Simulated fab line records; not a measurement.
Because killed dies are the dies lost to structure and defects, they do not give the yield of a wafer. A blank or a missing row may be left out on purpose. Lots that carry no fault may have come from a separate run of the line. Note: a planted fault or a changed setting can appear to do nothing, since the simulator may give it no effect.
What tool caused it? || flow sky130 || 12 lots with 36 wafers sampled at 5 steps, on a route of 708 steps

## WHAT EACH GAUGE READ, for each wafer
SKY_VIA4_BOW_MEAS_03. Usual: VIA4_BOW 78 um, standard deviation 8.9.
{"lot": "L943", "measured": "day 42 11:41", "on": "filmMetro-03", "VIA4_BOW (um)": "87 75 80", "flag": ""}
{"lot": "L945", "measured": "day 43 07:13", "on": "filmMetro-02", "VIA4_BOW (um)": "85 84 88", "flag": ""}
{"lot": "L946", "measured": "day 43 08:34", "on": "filmMetro-04", "VIA4_BOW (um)": "85 91 88", "flag": ""}
{"lot": "L947", "measured": "day 43 13:52", "on": "filmMetro-04", "VIA4_BOW (um)": "75 69 66", "flag": ""}
{"lot": "L948", "measured": "day 43 17:53", "on": "filmMetro-02", "VIA4_BOW (um)": "70 75 71", "flag": ""}
{"lot": "L950", "measured": "day 44 04:07", "on": "filmMetro-02", "VIA4_BOW (um)": "78 74 78", "flag": ""}
{"lot": "L952", "measured": "day 44 05:23", "on": "filmMetro-04", "VIA4_BOW (um)": "79 83 76", "flag": ""}
{"lot": "L955", "measured": "day 45 00:41", "on": "filmMetro-02", "VIA4_BOW (um)": "78 77 66", "flag": ""}
{"lot": "L958", "measured": "day 46 15:02", "on": "filmMetro-04", "VIA4_BOW (um)": "77 74 79", "flag": ""}
{"lot": "L963", "measured": "day 47 10:13", "on": "filmMetro-02", "VIA4_BOW (um)": "82 75 80", "flag": ""}
{"lot": "L964", "measured": "day 47 15:15", "on": "filmMetro-03", "VIA4_BOW (um)": "68 81 70", "flag": ""}
{"lot": "L966", "measured": "day 47 21:16", "on": "filmMetro-03", "VIA4_BOW (um)": "81 80 94", "flag": ""}

SKY_VIA4_RS_MEAS_19: a four-point-probe measurement. Usual: VIA4_W_RS 0.2250 ohm/sq, standard deviation 0.003.
{"lot": "L943", "measured": "day 43 11:02", "on": "filmMetro-02", "VIA4_W_RS (ohm/sq)": "0.2255 0.2248 0.2251", "flag": ""}
{"lot": "L945", "measured": "day 44 05:45", "on": "filmMetro-03", "VIA4_W_RS (ohm/sq)": "0.2254 0.2283 0.2266", "flag": ""}
{"lot": "L946", "measured": "day 44 07:45", "on": "filmMetro-02", "VIA4_W_RS (ohm/sq)": "0.2187 0.2223 0.2220", "flag": ""}
{"lot": "L947", "measured": "day 44 13:37", "on": "filmMetro-03", "VIA4_W_RS (ohm/sq)": "0.2250 0.2263 0.2266", "flag": ""}
{"lot": "L948", "measured": "day 44 16:19", "on": "filmMetro-02", "VIA4_W_RS (ohm/sq)": "0.2258 0.2270 0.2250", "flag": ""}
{"lot": "L950", "measured": "day 45 02:42", "on": "filmMetro-03", "VIA4_W_RS (ohm/sq)": "0.2276 0.2260 0.2262", "flag": ""}
{"lot": "L952", "measured": "day 45 03:50", "on": "filmMetro-03", "VIA4_W_RS (ohm/sq)": "0.1136 0.1124 0.1134 0.1134 0.1123 0.1133", "flag": "OFF"}
{"lot": "L955", "measured": "day 45 22:14", "on": "filmMetro-02", "VIA4_W_RS (ohm/sq)": "0.2157 0.2218 0.2198", "flag": ""}
{"lot": "L958", "measured": "day 47 13:09", "on": "filmMetro-02", "VIA4_W_RS (ohm/sq)": "0.1124 0.1122 0.1136 0.1125 0.1121 0.1133", "flag": "OFF"}
{"lot": "L963", "measured": "day 48 05:36", "on": "filmMetro-03", "VIA4_W_RS (ohm/sq)": "0.2246 0.2262 0.2232", "flag": ""}
{"lot": "L964", "measured": "day 48 11:07", "on": "filmMetro-03", "VIA4_W_RS (ohm/sq)": "0.2264 0.2269 0.2284", "flag": ""}
{"lot": "L966", "measured": "day 48 16:24", "on": "filmMetro-03", "VIA4_W_RS (ohm/sq)": "0.2246 0.2252 0.2275", "flag": ""}

## WHICH TOOL RAN EACH LOT (tool, then ch and the chambers of the sampled wafers, then the start)
{"lot": "L943", "SKY_CAP2M_STRIP_14": "plasmaAsher-04 ch 0,1, day 41 09:35", "SKY_METAL4_ETCH_16": "rieMetal-02 ch 0,1, day 42 10:00", "SKY_VIA4_CVD_18": "cvdW-02 ch 0,1, day 43 10:53"}
{"lot": "L945", "SKY_CAP2M_STRIP_14": "plasmaAsher-01 ch 0,1, day 42 06:22", "SKY_METAL4_ETCH_16": "rieMetal-01 ch 0,1, day 43 05:46", "SKY_VIA4_CVD_18": "cvdW-02 ch 0,1, day 44 05:35"}
{"lot": "L946", "SKY_CAP2M_STRIP_14": "plasmaAsher-04 ch 0, day 42 08:58", "SKY_METAL4_ETCH_16": "rieMetal-02 ch 0,1, day 43 07:07", "SKY_VIA4_CVD_18": "cvdW-01 ch 0,1, day 44 07:35"}
{"lot": "L947", "SKY_CAP2M_STRIP_14": "plasmaAsher-04 ch 0,1, day 42 12:37", "SKY_METAL4_ETCH_16": "rieMetal-01 ch 0,1, day 43 12:25", "SKY_VIA4_CVD_18": "cvdW-02 ch 0,1, day 44 13:26"}
{"lot": "L948", "SKY_CAP2M_STRIP_14": "plasmaAsher-01 ch 1, day 42 16:50", "SKY_METAL4_ETCH_16": "rieMetal-02 ch 1, day 43 16:22", "SKY_VIA4_CVD_18": "cvdW-02 ch 0,1, day 44 16:08"}
{"lot": "L950", "SKY_CAP2M_STRIP_14": "plasmaAsher-01 ch 0,1, day 43 03:30", "SKY_METAL4_ETCH_16": "rieMetal-04 ch 0,1, day 44 02:30", "SKY_VIA4_CVD_18": "cvdW-02 ch 0,1, day 45 02:33"}
{"lot": "L952", "SKY_CAP2M_STRIP_14": "plasmaAsher-04 ch 0,1, day 43 06:04", "SKY_METAL4_ETCH_16": "rieMetal-04 ch 0,1, day 44 03:58", "SKY_VIA4_CVD_18": "cvdW-02 ch 0,1, day 45 03:23"}
{"lot": "L955", "SKY_CAP2M_STRIP_14": "plasmaAsher-02 ch 0,1, day 44 00:29", "SKY_METAL4_ETCH_16": "rieMetal-01 ch 0,1, day 44 23:01", "SKY_VIA4_CVD_18": "cvdW-01 ch 0,1, day 45 22:04"}
{"lot": "L958", "SKY_CAP2M_STRIP_14": "plasmaAsher-04 ch 0,1, day 45 15:57", "SKY_METAL4_ETCH_16": "rieMetal-01 ch 0,1, day 46 13:34", "SKY_VIA4_CVD_18": "cvdW-02 ch 1, day 47 12:22"}
{"lot": "L963", "SKY_CAP2M_STRIP_14": "plasmaAsher-01 ch 0,1, day 46 09:23", "SKY_METAL4_ETCH_16": "rieMetal-01 ch 0,1, day 47 08:46", "SKY_VIA4_CVD_18": "cvdW-02 ch 0,1, day 48 05:26"}
{"lot": "L964", "SKY_CAP2M_STRIP_14": "plasmaAsher-02 ch 0, day 46 16:24", "SKY_METAL4_ETCH_16": "rieMetal-01 ch 0,1, day 47 13:49", "SKY_VIA4_CVD_18": "cvdW-02 ch 0,1, day 48 10:56"}
{"lot": "L966", "SKY_CAP2M_STRIP_14": "plasmaAsher-04 ch 0,1, day 46 22:27", "SKY_METAL4_ETCH_16": "rieMetal-01 ch 0,1, day 47 19:49", "SKY_VIA4_CVD_18": "cvdW-02 ch 0,1, day 48 16:14"}
- SKY_CAP2M_STRIP_14: strips in O2/N2.
- SKY_METAL4_ETCH_16: etches BARC in N2/H2, stops on SiO2, time 88.2 s, target depth 60 nm.
- SKY_VIA4_CVD_18: deposits W, target thk 505 nm, time 152.14 s.

## WHAT THE TOOLS THEMSELVES READ (means of the sampled wafers that have a number; where no wafer has one, the mark that the record gives instead)
SKY_CAP2M_STRIP_14. Usual: drypumpMotorCurrentA 5.7 A, standard deviation 0.34; oesProductAu 0.710 a.u., standard deviation 0.0047; stripTimeToEndpointS 12.63 s, standard deviation 0.047.
{"lot": "L943", "tool": "plasmaAsher-04", "drypumpMotorCurrentA (A)": 5.9, "oesProductAu (a.u.)": 0.710, "stripTimeToEndpointS (s)": 12.68, "flag": ""}
{"lot": "L945", "tool": "plasmaAsher-01", "drypumpMotorCurrentA (A)": 5.5, "oesProductAu (a.u.)": 0.707, "stripTimeToEndpointS (s)": 12.63, "flag": ""}
{"lot": "L946", "tool": "plasmaAsher-04", "drypumpMotorCurrentA (A)": 5.8, "oesProductAu (a.u.)": 0.707, "stripTimeToEndpointS (s)": 12.59, "flag": ""}
{"lot": "L947", "tool": "plasmaAsher-04", "drypumpMotorCurrentA (A)": 5.9, "oesProductAu (a.u.)": 0.705, "stripTimeToEndpointS (s)": 12.57, "flag": ""}
{"lot": "L948", "tool": "plasmaAsher-01", "drypumpMotorCurrentA (A)": 5.1, "oesProductAu (a.u.)": 0.707, "stripTimeToEndpointS (s)": 12.62, "flag": ""}
{"lot": "L950", "tool": "plasmaAsher-01", "drypumpMotorCurrentA (A)": 5.3, "oesProductAu (a.u.)": 0.710, "stripTimeToEndpointS (s)": 12.56, "flag": ""}
{"lot": "L952", "tool": "plasmaAsher-04", "drypumpMotorCurrentA (A)": 5.9, "oesProductAu (a.u.)": 0.708, "stripTimeToEndpointS (s)": 12.70, "flag": ""}
{"lot": "L955", "tool": "plasmaAsher-02", "drypumpMotorCurrentA (A)": 5.7, "oesProductAu (a.u.)": 0.710, "stripTimeToEndpointS (s)": 12.60, "flag": ""}
{"lot": "L958", "tool": "plasmaAsher-04", "drypumpMotorCurrentA (A)": 6.0, "oesProductAu (a.u.)": 0.707, "stripTimeToEndpointS (s)": 12.66, "flag": ""}
{"lot": "L963", "tool": "plasmaAsher-01", "drypumpMotorCurrentA (A)": 5.3, "oesProductAu (a.u.)": 0.711, "stripTimeToEndpointS (s)": 12.64, "flag": ""}
{"lot": "L964", "tool": "plasmaAsher-02", "drypumpMotorCurrentA (A)": 5.6, "oesProductAu (a.u.)": 0.708, "stripTimeToEndpointS (s)": 12.59, "flag": ""}
{"lot": "L966", "tool": "plasmaAsher-04", "drypumpMotorCurrentA (A)": 5.9, "oesProductAu (a.u.)": 0.711, "stripTimeToEndpointS (s)": 12.61, "flag": ""}

SKY_METAL4_ETCH_16. Usual: drypumpMotorCurrentA 5.2 A, standard deviation 0.4; oesProductAu 0.626 a.u., standard deviation 0.0048; throttleValvePct 13.203 %, standard deviation 0.0095.
{"lot": "L943", "tool": "rieMetal-02", "drypumpMotorCurrentA (A)": 5.6, "oesProductAu (a.u.)": 0.626, "throttleValvePct (%)": 13.204, "flag": ""}
{"lot": "L945", "tool": "rieMetal-01", "drypumpMotorCurrentA (A)": 5.0, "oesProductAu (a.u.)": 0.631, "throttleValvePct (%)": 13.197, "flag": ""}
{"lot": "L946", "tool": "rieMetal-02", "drypumpMotorCurrentA (A)": 5.2, "oesProductAu (a.u.)": 0.627, "throttleValvePct (%)": 13.208, "flag": ""}
{"lot": "L947", "tool": "rieMetal-01", "drypumpMotorCurrentA (A)": 5.0, "oesProductAu (a.u.)": 0.623, "throttleValvePct (%)": 13.209, "flag": ""}
{"lot": "L948", "tool": "rieMetal-02", "drypumpMotorCurrentA (A)": 5.9, "oesProductAu (a.u.)": 0.626, "throttleValvePct (%)": 13.203, "flag": ""}
{"lot": "L950", "tool": "rieMetal-04", "drypumpMotorCurrentA (A)": 5.6, "oesProductAu (a.u.)": 0.626, "throttleValvePct (%)": 13.206, "flag": ""}
{"lot": "L952", "tool": "rieMetal-04", "drypumpMotorCurrentA (A)": 5.5, "oesProductAu (a.u.)": 0.623, "throttleValvePct (%)": 13.200, "flag": ""}
{"lot": "L955", "tool": "rieMetal-01", "drypumpMotorCurrentA (A)": 5.0, "oesProductAu (a.u.)": 0.626, "throttleValvePct (%)": 13.204, "flag": ""}
{"lot": "L958", "tool": "rieMetal-01", "drypumpMotorCurrentA (A)": 4.9, "oesProductAu (a.u.)": 0.630, "throttleValvePct (%)": 13.199, "flag": ""}
{"lot": "L963", "tool": "rieMetal-01", "drypumpMotorCurrentA (A)": 5.0, "oesProductAu (a.u.)": 0.626, "throttleValvePct (%)": 13.198, "flag": ""}
{"lot": "L964", "tool": "rieMetal-01", "drypumpMotorCurrentA (A)": 4.9, "oesProductAu (a.u.)": 0.624, "throttleValvePct (%)": 13.200, "flag": ""}
{"lot": "L966", "tool": "rieMetal-01", "drypumpMotorCurrentA (A)": 5.0, "oesProductAu (a.u.)": 0.626, "throttleValvePct (%)": 13.211, "flag": ""}

SKY_VIA4_CVD_18. Usual: heaterPowerOuterW 582 W, standard deviation 82; heaterPowerW 965 W, standard deviation 120; susceptorTempC 399.99 C, standard deviation 0.22.
{"lot": "L943", "tool": "cvdW-02", "heaterPowerOuterW (W)": 595, "heaterPowerW (W)": 998, "susceptorTempC (C)": 399.79, "flag": ""}
{"lot": "L945", "tool": "cvdW-02", "heaterPowerOuterW (W)": 632, "heaterPowerW (W)": 1044, "susceptorTempC (C)": 399.91, "flag": ""}
{"lot": "L946", "tool": "cvdW-01", "heaterPowerOuterW (W)": 474, "heaterPowerW (W)": 802, "susceptorTempC (C)": 400.06, "flag": ""}
{"lot": "L947", "tool": "cvdW-02", "heaterPowerOuterW (W)": 641, "heaterPowerW (W)": 1049, "susceptorTempC (C)": 400.00, "flag": ""}
{"lot": "L948", "tool": "cvdW-02", "heaterPowerOuterW (W)": 597, "heaterPowerW (W)": 988, "susceptorTempC (C)": 399.88, "flag": ""}
{"lot": "L950", "tool": "cvdW-02", "heaterPowerOuterW (W)": 586, "heaterPowerW (W)": 971, "susceptorTempC (C)": 399.98, "flag": ""}
{"lot": "L952", "tool": "cvdW-02", "heaterPowerOuterW (W)": 633, "heaterPowerW (W)": 1046, "susceptorTempC (C)": 400.05, "flag": ""}
{"lot": "L955", "tool": "cvdW-01", "heaterPowerOuterW (W)": 497, "heaterPowerW (W)": 812, "susceptorTempC (C)": 399.93, "flag": ""}
{"lot": "L958", "tool": "cvdW-02", "heaterPowerOuterW (W)": 543, "heaterPowerW (W)": 930, "susceptorTempC (C)": 399.99, "flag": ""}
{"lot": "L963", "tool": "cvdW-02", "heaterPowerOuterW (W)": 647, "heaterPowerW (W)": 1045, "susceptorTempC (C)": 399.89, "flag": ""}
{"lot": "L964", "tool": "cvdW-02", "heaterPowerOuterW (W)": 593, "heaterPowerW (W)": 1000, "susceptorTempC (C)": 399.86, "flag": ""}
{"lot": "L966", "tool": "cvdW-02", "heaterPowerOuterW (W)": 651, "heaterPowerW (W)": 1048, "susceptorTempC (C)": 399.98, "flag": ""}

## THE ANSWER, worked out from the rows above alone
Rule: a lot is off if the mean of its wafers that have a number lies more than 3 standard deviations from the usual mean. A lot without any number at a reading at which 4 lots or more have one is off too. Any other lot the step has rows for is counted as sound. The gauges are gone through in route order, then the tools' own readings, and for those a lot's mean is taken as printed above. At the first step where some lot is off, the reading lying furthest off is the one used; lots without a number count as furthest.
Off: L952, L958, at SKY_VIA4_RS_MEAS_19 (VIA4_W_RS).
A tool fits if, at a process step before that reading, it ran every lot that is off, and no sound lot after the first of them. Gauges at SKY_VIA4_RS_MEAS_19: tried the same way as those tools. None of those tried fits.

## WHAT THE SIMULATOR PUT IN
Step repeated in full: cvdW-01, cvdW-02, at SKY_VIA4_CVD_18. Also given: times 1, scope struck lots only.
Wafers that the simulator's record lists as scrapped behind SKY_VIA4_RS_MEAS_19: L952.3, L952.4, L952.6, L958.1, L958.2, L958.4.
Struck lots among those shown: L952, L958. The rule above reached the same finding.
